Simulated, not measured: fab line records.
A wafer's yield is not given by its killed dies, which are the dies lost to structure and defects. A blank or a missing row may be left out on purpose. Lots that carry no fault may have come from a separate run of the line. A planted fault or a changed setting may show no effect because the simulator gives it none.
The tool behind it: which one? / flow sky130 / 42 wafers from 14 lots sampled at 3 of the route's 708 steps

== WHAT EACH GAUGE READ, for each wafer ==
SKY_LDD_HVP_TW_MEAS_10. Usual: LDD_HVP_TW gives 455.6 (standard deviation 2.1).
lot=L407; measured=day 21 22:00; on=filmMetro-03; LDD_HVP_TW=456.3 457.7 456.0; flag=
lot=L409; measured=day 22 07:43; on=filmMetro-03; LDD_HVP_TW=456.2 457.5 455.5; flag=
lot=L408; measured=day 22 11:25; on=filmMetro-02; LDD_HVP_TW=452.2 451.7 454.3; flag=
lot=L410; measured=day 23 05:10; on=filmMetro-04; LDD_HVP_TW=459.7 458.4 461.7; flag=
lot=L411; measured=day 23 18:34; on=filmMetro-02; LDD_HVP_TW=453.3 453.9 453.7; flag=
lot=L412; measured=day 23 19:13; on=filmMetro-02; LDD_HVP_TW=456.0 452.5 452.9; flag=
lot=L415; measured=day 24 17:56; on=filmMetro-02; LDD_HVP_TW=452.5 454.4 454.6; flag=
lot=L414; measured=day 24 18:14; on=filmMetro-03; LDD_HVP_TW=458.9 459.7 456.1; flag=
lot=L416; measured=day 24 22:44; on=filmMetro-02; LDD_HVP_TW=453.1 453.7 452.2; flag=
lot=L417; measured=day 25 14:31; on=filmMetro-03; LDD_HVP_TW=458.2 457.4 456.1; flag=
lot=L423; measured=day 27 11:28; on=filmMetro-03; LDD_HVP_TW=455.0 452.9 456.1; flag=
lot=L428; measured=day 29 04:05; on=filmMetro-02; LDD_HVP_TW=29.9 30.0 30.0; flag=OFF
lot=L429; measured=day 29 07:32; on=filmMetro-02; LDD_HVP_TW=29.8 30.1 29.9; flag=OFF
lot=L430; measured=day 29 13:53; on=filmMetro-02; LDD_HVP_TW=454.8 453.2 454.7; flag=

== TOOL THAT RAN EACH LOT (tool first, then ch and the chambers of the sampled wafers, then the start) ==
lot=L407; SKY_LDD_HVN_STRIP_09=plasmaAsher-01 ch 0,1, day 20 15:14; SKY_LDD_HVP_STRIP_09=plasmaAsher-04 ch 0,1, day 21 21:53
lot=L409; SKY_LDD_HVN_STRIP_09=plasmaAsher-01 ch 0,1, day 21 00:19; SKY_LDD_HVP_STRIP_09=plasmaAsher-01 ch 0,1, day 22 07:38
lot=L408; SKY_LDD_HVN_STRIP_09=plasmaAsher-02 ch 0,1, day 21 04:08; SKY_LDD_HVP_STRIP_09=plasmaAsher-01 ch 0,1, day 22 11:19
lot=L410; SKY_LDD_HVN_STRIP_09=plasmaAsher-01 ch 0,1, day 21 21:49; SKY_LDD_HVP_STRIP_09=plasmaAsher-01 ch 0,1, day 23 05:04
lot=L411; SKY_LDD_HVN_STRIP_09=plasmaAsher-03 ch 1, day 22 11:37; SKY_LDD_HVP_STRIP_09=plasmaAsher-04 ch 0,1, day 23 18:28
lot=L412; SKY_LDD_HVN_STRIP_09=plasmaAsher-01 ch 0,1, day 22 11:38; SKY_LDD_HVP_STRIP_09=plasmaAsher-04 ch 0,1, day 23 19:07
lot=L415; SKY_LDD_HVN_STRIP_09=plasmaAsher-03 ch 0,1, day 23 11:17; SKY_LDD_HVP_STRIP_09=plasmaAsher-01 ch 0, day 24 17:50
lot=L414; SKY_LDD_HVN_STRIP_09=plasmaAsher-01 ch 0,1, day 23 11:39; SKY_LDD_HVP_STRIP_09=plasmaAsher-02 ch 0,1, day 24 18:08
lot=L416; SKY_LDD_HVN_STRIP_09=plasmaAsher-02 ch 0,1, day 23 16:33; SKY_LDD_HVP_STRIP_09=plasmaAsher-01 ch 0,1, day 24 22:38
lot=L417; SKY_LDD_HVN_STRIP_09=plasmaAsher-02 ch 0,1, day 24 08:23; SKY_LDD_HVP_STRIP_09=plasmaAsher-01 ch 0,1, day 25 14:25
lot=L423; SKY_LDD_HVN_STRIP_09=plasmaAsher-01 ch 0,1, day 26 06:32; SKY_LDD_HVP_STRIP_09=plasmaAsher-01 ch 0,1, day 27 11:21
lot=L428; SKY_LDD_HVN_STRIP_09=plasmaAsher-02 ch 0,1, day 28 03:03; SKY_LDD_HVP_STRIP_09=plasmaAsher-01 ch 0,1, day 29 03:59
lot=L429; SKY_LDD_HVN_STRIP_09=plasmaAsher-02 ch 0,1, day 28 06:56; SKY_LDD_HVP_STRIP_09=plasmaAsher-01 ch 0,1, day 29 07:26
lot=L430; SKY_LDD_HVN_STRIP_09=plasmaAsher-03 ch 0,1, day 28 15:01; SKY_LDD_HVP_STRIP_09=plasmaAsher-04 ch 0,1, day 29 13:47
- SKY_LDD_HVN_STRIP_09: strips in O2/N2.
- SKY_LDD_HVP_STRIP_09: strips in O2/N2.

== WHAT THE TOOLS THEMSELVES READ (means of the sampled wafers that have a number; where no wafer has one, the mark that the record gives instead) ==
SKY_LDD_HVN_STRIP_09. Usual: chamberPressureMTorr 1499.8 mTorr, standard deviation 1.4; drypumpMotorCurrentA 5.8 A, standard deviation 0.46; o2FlowSccm 3001 sccm, standard deviation 9.2; oesProductAu 0.408 a.u., standard deviation 0.0046; stripTimeToEndpointS 4.138 s, standard deviation 0.018.
lot=L407; tool=plasmaAsher-01; chamberPressureMTorr (mTorr)=1501.1; drypumpMotorCurrentA (A)=5.7; o2FlowSccm (sccm)=3010; oesProductAu (a.u.)=0.405; stripTimeToEndpointS (s)=4.132; flag=
lot=L409; tool=plasmaAsher-01; chamberPressureMTorr (mTorr)=1499.1; drypumpMotorCurrentA (A)=5.7; o2FlowSccm (sccm)=3014; oesProductAu (a.u.)=0.405; stripTimeToEndpointS (s)=4.129; flag=
lot=L408; tool=plasmaAsher-02; chamberPressureMTorr (mTorr)=1499.0; drypumpMotorCurrentA (A)=5.9; o2FlowSccm (sccm)=2998; oesProductAu (a.u.)=0.411; stripTimeToEndpointS (s)=4.129; flag=
lot=L410; tool=plasmaAsher-01; chamberPressureMTorr (mTorr)=1499.1; drypumpMotorCurrentA (A)=5.7; o2FlowSccm (sccm)=3003; oesProductAu (a.u.)=0.405; stripTimeToEndpointS (s)=4.143; flag=
lot=L411; tool=plasmaAsher-03; chamberPressureMTorr (mTorr)=1498.1; drypumpMotorCurrentA (A)=5.4; o2FlowSccm (sccm)=3000; oesProductAu (a.u.)=0.414; stripTimeToEndpointS (s)=4.154; flag=
lot=L412; tool=plasmaAsher-01; chamberPressureMTorr (mTorr)=1499.3; drypumpMotorCurrentA (A)=6.1; o2FlowSccm (sccm)=3004; oesProductAu (a.u.)=0.407; stripTimeToEndpointS (s)=4.117; flag=
lot=L415; tool=plasmaAsher-03; chamberPressureMTorr (mTorr)=1499.1; drypumpMotorCurrentA (A)=5.3; o2FlowSccm (sccm)=3009; oesProductAu (a.u.)=0.408; stripTimeToEndpointS (s)=4.134; flag=
lot=L414; tool=plasmaAsher-01; chamberPressureMTorr (mTorr)=1500.9; drypumpMotorCurrentA (A)=5.7; o2FlowSccm (sccm)=3003; oesProductAu (a.u.)=0.410; stripTimeToEndpointS (s)=4.125; flag=
lot=L416; tool=plasmaAsher-02; chamberPressureMTorr (mTorr)=1499.7; drypumpMotorCurrentA (A)=5.9; o2FlowSccm (sccm)=2997; oesProductAu (a.u.)=0.409; stripTimeToEndpointS (s)=4.145; flag=
lot=L417; tool=plasmaAsher-02; chamberPressureMTorr (mTorr)=1499.3; drypumpMotorCurrentA (A)=5.9; o2FlowSccm (sccm)=2998; oesProductAu (a.u.)=0.411; stripTimeToEndpointS (s)=4.132; flag=
lot=L423; tool=plasmaAsher-01; chamberPressureMTorr (mTorr)=1500.4; drypumpMotorCurrentA (A)=5.7; o2FlowSccm (sccm)=3006; oesProductAu (a.u.)=0.409; stripTimeToEndpointS (s)=4.148; flag=
lot=L428; tool=plasmaAsher-02; chamberPressureMTorr (mTorr)=-; drypumpMotorCurrentA (A)=-; o2FlowSccm (sccm)=-; oesProductAu (a.u.)=-; stripTimeToEndpointS (s)=-; flag=OFF
lot=L429; tool=plasmaAsher-02; chamberPressureMTorr (mTorr)=-; drypumpMotorCurrentA (A)=-; o2FlowSccm (sccm)=-; oesProductAu (a.u.)=-; stripTimeToEndpointS (s)=-; flag=OFF
lot=L430; tool=plasmaAsher-03; chamberPressureMTorr (mTorr)=1498.8; drypumpMotorCurrentA (A)=5.3; o2FlowSccm (sccm)=3001; oesProductAu (a.u.)=0.410; stripTimeToEndpointS (s)=4.170; flag=

SKY_LDD_HVP_STRIP_09. Usual: chamberPressureMTorr 1500.2 mTorr, standard deviation 1.3; drypumpMotorCurrentA 5.8 A, standard deviation 0.46; o2FlowSccm 3001 sccm, standard deviation 9.2; oesProductAu 0.409 a.u., standard deviation 0.0045; stripTimeToEndpointS 4.139 s, standard deviation 0.016.
lot=L407; tool=plasmaAsher-04; chamberPressureMTorr (mTorr)=1500.4; drypumpMotorCurrentA (A)=5.6; o2FlowSccm (sccm)=3005; oesProductAu (a.u.)=0.406; stripTimeToEndpointS (s)=4.140; flag=
lot=L409; tool=plasmaAsher-01; chamberPressureMTorr (mTorr)=1499.5; drypumpMotorCurrentA (A)=6.1; o2FlowSccm (sccm)=3001; oesProductAu (a.u.)=0.409; stripTimeToEndpointS (s)=4.143; flag=
lot=L408; tool=plasmaAsher-01; chamberPressureMTorr (mTorr)=1500.1; drypumpMotorCurrentA (A)=5.7; o2FlowSccm (sccm)=2989; oesProductAu (a.u.)=0.408; stripTimeToEndpointS (s)=4.142; flag=
lot=L410; tool=plasmaAsher-01; chamberPressureMTorr (mTorr)=1500.9; drypumpMotorCurrentA (A)=5.7; o2FlowSccm (sccm)=2998; oesProductAu (a.u.)=0.409; stripTimeToEndpointS (s)=4.152; flag=
lot=L411; tool=plasmaAsher-04; chamberPressureMTorr (mTorr)=1500.0; drypumpMotorCurrentA (A)=5.6; o2FlowSccm (sccm)=2995; oesProductAu (a.u.)=0.410; stripTimeToEndpointS (s)=4.116; flag=
lot=L412; tool=plasmaAsher-04; chamberPressureMTorr (mTorr)=1500.0; drypumpMotorCurrentA (A)=5.6; o2FlowSccm (sccm)=2996; oesProductAu (a.u.)=0.409; stripTimeToEndpointS (s)=4.141; flag=
lot=L415; tool=plasmaAsher-01; chamberPressureMTorr (mTorr)=1500.5; drypumpMotorCurrentA (A)=6.6; o2FlowSccm (sccm)=2999; oesProductAu (a.u.)=0.409; stripTimeToEndpointS (s)=4.137; flag=
lot=L414; tool=plasmaAsher-02; chamberPressureMTorr (mTorr)=1499.2; drypumpMotorCurrentA (A)=5.9; o2FlowSccm (sccm)=3016; oesProductAu (a.u.)=0.413; stripTimeToEndpointS (s)=4.120; flag=
lot=L416; tool=plasmaAsher-01; chamberPressureMTorr (mTorr)=1500.7; drypumpMotorCurrentA (A)=6.2; o2FlowSccm (sccm)=3000; oesProductAu (a.u.)=0.404; stripTimeToEndpointS (s)=4.120; flag=
lot=L417; tool=plasmaAsher-01; chamberPressureMTorr (mTorr)=1499.3; drypumpMotorCurrentA (A)=5.7; o2FlowSccm (sccm)=2997; oesProductAu (a.u.)=0.406; stripTimeToEndpointS (s)=4.128; flag=
lot=L423; tool=plasmaAsher-01; chamberPressureMTorr (mTorr)=1500.4; drypumpMotorCurrentA (A)=5.7; o2FlowSccm (sccm)=2999; oesProductAu (a.u.)=0.409; stripTimeToEndpointS (s)=4.152; flag=
lot=L428; tool=plasmaAsher-01; chamberPressureMTorr (mTorr)=1499.7; drypumpMotorCurrentA (A)=5.7; o2FlowSccm (sccm)=2997; oesProductAu (a.u.)=0.608; stripTimeToEndpointS (s)=8.976; flag=OFF
lot=L429; tool=plasmaAsher-01; chamberPressureMTorr (mTorr)=1499.8; drypumpMotorCurrentA (A)=6.2; o2FlowSccm (sccm)=3006; oesProductAu (a.u.)=0.609; stripTimeToEndpointS (s)=8.967; flag=OFF
lot=L430; tool=plasmaAsher-04; chamberPressureMTorr (mTorr)=1500.5; drypumpMotorCurrentA (A)=5.6; o2FlowSccm (sccm)=2994; oesProductAu (a.u.)=0.412; stripTimeToEndpointS (s)=4.137; flag=

== THE ANSWER, worked out from the rows above alone ==
Rule: a lot is off if the mean of its wafers that have a number lies more than 3 standard deviations from the usual mean. A lot without any number at a reading at which 4 lots or more have one is off too. All remaining lots with rows at the step are treated as sound. Order of review: gauges by route order, followed by the tools' own readings, for which a lot's mean as printed above is used. At the first step where some lot is off, the reading lying furthest off is the one used; lots without a number count as furthest.
Off: at SKY_LDD_HVP_TW_MEAS_10 (LDD_HVP_TW), L428, L429.
A tool fits if, at a process step before that reading, it ran every lot that is off, and no sound lot after the first of them. Not tried: the gauges at SKY_LDD_HVP_TW_MEAS_10; whatever is off there is also off at SKY_LDD_HVN_STRIP_09, on other tools, and gauge error can't account for it. Can't be told from this: 2 tools fit, plasmaAsher-02 at SKY_LDD_HVN_STRIP_09, plasmaAsher-01 at SKY_LDD_HVP_STRIP_09.

== WHAT HAD BEEN PUT IN BY THE SIMULATOR ==
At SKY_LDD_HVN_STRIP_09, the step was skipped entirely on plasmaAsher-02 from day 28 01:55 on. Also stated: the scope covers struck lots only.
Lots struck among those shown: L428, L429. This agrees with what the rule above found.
